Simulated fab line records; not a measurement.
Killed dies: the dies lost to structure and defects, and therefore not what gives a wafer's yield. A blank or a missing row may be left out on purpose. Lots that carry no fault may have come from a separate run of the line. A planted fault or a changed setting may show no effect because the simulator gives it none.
Commonality check across tools ; flow sky130 ; 11 lots, 39 wafers sampled

== THE REASON FOR OPENING IT ==
SKY_VT_ADJUST_HVTP_TW_MEAS_11, reading VT_ADJUST_HVTP_TW: flagged on 2 of 11 lots. Wafers without a fault read 1359, standard deviation 8.9.
Rule: a lot is flagged in two cases, either no wafer of it has a number, or all its wafers with numbers fall more than 4 standard deviations from that mean. The rest of the lots are taken to be sound.

lot;measured;on;VT_ADJUST_HVTP_TW, wafer by wafer;flag
L190;day 6 07:21;film-metro-03;1362 1359 1358;
L192;day 6 22:26;film-metro-03;1356 1357 1364;
L196;day 7 20:55;film-metro-01;1341 1349 1342;
L202;day 9 14:25;film-metro-03;30 30 30 30 30 30;FLAGGED
L203;day 9 15:30;film-metro-01;30 30 30 30 30 30;FLAGGED
L205;day 10 05:53;film-metro-01;1356 1358 1357;
L207;day 10 16:06;film-metro-03;1362 1366 1362;
L208;day 11 01:03;film-metro-03;1356 1350 1358;
L209;day 11 09:16;film-metro-03;1360 1356 1368;
L211;day 11 19:43;film-metro-02;1358 1366 1359;
L212;day 12 01:07;film-metro-02;1367 1366 1370;
Flagged lots average 30: -1329 relative to the usual, that is -99 or more standard deviations.

== LOT BY LOT: THE TOOL USED ==
The record holds 2 process steps before the reading, out of a route of 708 steps. Every cell lists first the tool, next ch and the chambers used by the sampled wafers, and last the start.
lot;flag;SKY_NWELL_STRIP_25;SKY_VT_ADJUST_HVTP_STRIP_10
L190;;plasma-asher-01 ch 0,1, day 5 12:16;plasma-asher-03 ch 0,1, day 6 07:15
L192;;plasma-asher-04 ch 0,1, day 6 02:52;plasma-asher-02 ch 0,1, day 6 22:20
L196;;plasma-asher-03 ch 0,1, day 7 00:33;plasma-asher-03 ch 0,1, day 7 20:50
L202;FLAGGED;plasma-asher-01 ch 0,1, day 8 16:16;plasma-asher-03 ch 0,1, day 9 14:20
L203;FLAGGED;plasma-asher-03 ch 0,1, day 8 17:23;plasma-asher-01 ch 0,1, day 9 15:24
L205;;plasma-asher-04 ch 0,1, day 9 06:50;plasma-asher-03 ch 0,1, day 10 05:46
L207;;plasma-asher-03 ch 0,1, day 9 17:02;plasma-asher-02 ch 0,1, day 10 16:00
L208;;plasma-asher-03 ch 0,1, day 10 01:46;plasma-asher-01 ch 0,1, day 11 00:57
L209;;plasma-asher-01 ch 0,1, day 10 10:12;plasma-asher-03 ch 0,1, day 11 09:08
L211;;plasma-asher-01 ch 0,1, day 10 19:17;plasma-asher-02 ch 0,1, day 11 19:36
L212;;plasma-asher-01 ch 0,1, day 11 01:13;plasma-asher-01 ch 0,1, day 12 01:00
What the steps here do:
- SKY_NWELL_STRIP_25: strips in O2/N2.
- SKY_VT_ADJUST_HVTP_STRIP_10: strips in O2/N2.
- SKY_VT_ADJUST_HVTP_TW_MEAS_11

== FLAGGED AGAINST TOTAL, ONE TOOL AT A TIME (gauges that did the reading follow at the end) ==
step;tool;lots run;flagged;share of the flagged lots;sound lots run after its first flagged lot
SKY_NWELL_STRIP_25;plasma-asher-01;5;1;some;3 (L209,L211,L212)
SKY_NWELL_STRIP_25;plasma-asher-03;4;1;some;2 (L207,L208)
SKY_NWELL_STRIP_25;plasma-asher-04;2;0;none;-
SKY_VT_ADJUST_HVTP_STRIP_10;plasma-asher-01;3;1;some;2 (L208,L212)
SKY_VT_ADJUST_HVTP_STRIP_10;plasma-asher-02;3;0;none;-
SKY_VT_ADJUST_HVTP_STRIP_10;plasma-asher-03;5;1;some;2 (L205,L209)
SKY_VT_ADJUST_HVTP_TW_MEAS_11;film-metro-01;3;1;some;1 (L205)
SKY_VT_ADJUST_HVTP_TW_MEAS_11;film-metro-02;2;0;none;-
SKY_VT_ADJUST_HVTP_TW_MEAS_11;film-metro-03;6;1;some;3 (L207,L208,L209)

== WHAT THE TABLE PERMITS ==
No row of the table ran every flagged lot.

== WHAT THE SIMULATOR PUT IN ==
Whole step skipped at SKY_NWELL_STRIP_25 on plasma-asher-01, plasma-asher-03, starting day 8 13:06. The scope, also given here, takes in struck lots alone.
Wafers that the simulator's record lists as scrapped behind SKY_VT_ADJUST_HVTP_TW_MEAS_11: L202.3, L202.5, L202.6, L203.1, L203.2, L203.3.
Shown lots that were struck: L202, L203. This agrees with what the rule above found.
